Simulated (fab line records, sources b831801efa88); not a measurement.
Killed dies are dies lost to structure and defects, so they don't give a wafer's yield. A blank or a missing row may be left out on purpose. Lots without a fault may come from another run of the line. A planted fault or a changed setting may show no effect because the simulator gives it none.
Which tool did it? | flow sky130 | 11 lots, 32 wafers sampled, at 3 steps of a route of 708

WHAT THE GAUGES READ, wafer by wafer
SKY_DNWELL_TW_MEAS_09.
lot  | measured    | on            | DNWELL_TW
L728 | day 3 08:15 | film_metro-01 | 1124 1121 1122
L729 | day 3 12:36 | film_metro-01 | 1121 1118 1119
L731 | day 3 20:46 | film_metro-04 | 1139 1136 1139
L732 | day 4 02:21 | film_metro-01 | 1112 1105 1115
L733 | day 4 09:05 | film_metro-01 | 1124 1122 1123
L734 | day 4 16:10 | film_metro-01 | 1116 1112 1112
L735 | day 4 20:40 | film_metro-04 | 1135 1129 1132
L736 | day 5 02:37 | film_metro-04 | 1142 1140 1141
L739 | day 5 20:13 | film_metro-01 | 1115 1112 1119
L742 | day 6 12:25 | film_metro-03 | 1104 1102
L751 | day 8 06:07 | film_metro-03 | 1111 1111 1115

SKY_LDD_LDN_OVL_MEAS_07.
lot  | measured     | on         | LDD_LDN_OVL (nm)
L728 | day 23 17:21 | overlay-01 | -0.1 -0.4 -0.4
L729 | day 24 08:20 | overlay-01 | 1.1 -1.5 -2.3
L731 | day 24 19:11 | overlay-01 | -3.6 -2.8 -2.4
L732 | day 25 06:23 | overlay-02 | 1.0 1.3 -1.0
L733 | day 25 12:46 | overlay-01 | -2.0 -1.7 2.2
L734 | day 25 20:59 | overlay-01 | -2.7 -3.0 -3.2
L735 | day 26 07:02 | overlay-02 | 1.9 1.8 -0.3
L736 | day 27 01:41 | overlay-01 | -0.4 -1.4 -2.1
L739 | day 28 05:40 | overlay-01 | -2.8 -1.6 -0.5
L742 | day 29 10:01 | overlay-01 | 1.1 0.0
L751 | day 31 17:26 | overlay-01 | 1.4 -1.2 -1.5

WHICH TOOL RAN EACH LOT (tool, then ch and the chambers of the sampled wafers, then the start)
lot  | SKY_PWDE_STRIP_09
L728 | plasma_asher-01 ch 0,1, day 4 01:46
L729 | plasma_asher-01 ch 0,1, day 4 06:04
L731 | plasma_asher-02 ch 0,1, day 4 15:05
L732 | plasma_asher-03 ch 0,1, day 4 19:55
L733 | plasma_asher-03 ch 0,1, day 5 03:31
L734 | plasma_asher-01 ch 0,1, day 5 09:29
L735 | plasma_asher-01 ch 0,1, day 5 14:26
L736 | plasma_asher-01 ch 0,1, day 5 20:40
L739 | plasma_asher-03 ch 0,1, day 6 15:33
L742 | plasma_asher-02 ch 0,1, day 7 08:22
L751 | plasma_asher-01 ch 0,1, day 9 04:08
- SKY_PWDE_STRIP_09: strips in O2/N2.

WHAT THE TOOLS THEMSELVES READ (means of the sampled wafers that have a number; where no wafer has one, the mark that the record gives instead)
SKY_PWDE_STRIP_09.
lot  | tool            | drypump_motor_current_A (A) | oes_product_au (a.u.) | strip_time_to_endpoint_s (s)
L728 | plasma_asher-01 | 5.7                         | 0.724                 | 36.99
L729 | plasma_asher-01 | 5.9                         | 0.723                 | 36.99
L731 | plasma_asher-02 | 5.2                         | 0.719                 | 37.19
L732 | plasma_asher-03 | 5.8                         | 0.723                 | 36.99
L733 | plasma_asher-03 | 6.0                         | 0.723                 | 37.12
L734 | plasma_asher-01 | 5.7                         | 0.725                 | 37.13
L735 | plasma_asher-01 | 5.9                         | 0.726                 | 37.07
L736 | plasma_asher-01 | 5.7                         | 0.721                 | 36.97
L739 | plasma_asher-03 | 5.8                         | 0.726                 | 36.88
L742 | plasma_asher-02 | 5.5                         | 0.720                 | 36.86
L751 | plasma_asher-01 | 5.9                         | 0.721                 | 37.08

THE ANSWER, worked out from the rows above alone
Rule: what is usual is taken from the lots themselves. Put in order of their means at a reading, lots are off if they are a third of the lots or fewer, leave a main group of 4 or more, and stand apart from it by a gap of 3 or more times the standard deviation of the main group's means; of several such gaps the widest counts. A main group whose means are all the same, to the digits that the tables above print for the reading, isn't used. A lot without any number at a reading at which 4 lots or more have one is off too. The other lots that the step has rows for count as sound. The gauges are gone through in route order, then the tools' own readings, and for those a lot's mean is taken as printed above. The first step at which some lot is off is used, and at that step the reading that is off furthest; a lot without a number counts as furthest.
No lot is off at any reading shown: from this, nothing can be told.

WHAT THE SIMULATOR HAD PUT IN
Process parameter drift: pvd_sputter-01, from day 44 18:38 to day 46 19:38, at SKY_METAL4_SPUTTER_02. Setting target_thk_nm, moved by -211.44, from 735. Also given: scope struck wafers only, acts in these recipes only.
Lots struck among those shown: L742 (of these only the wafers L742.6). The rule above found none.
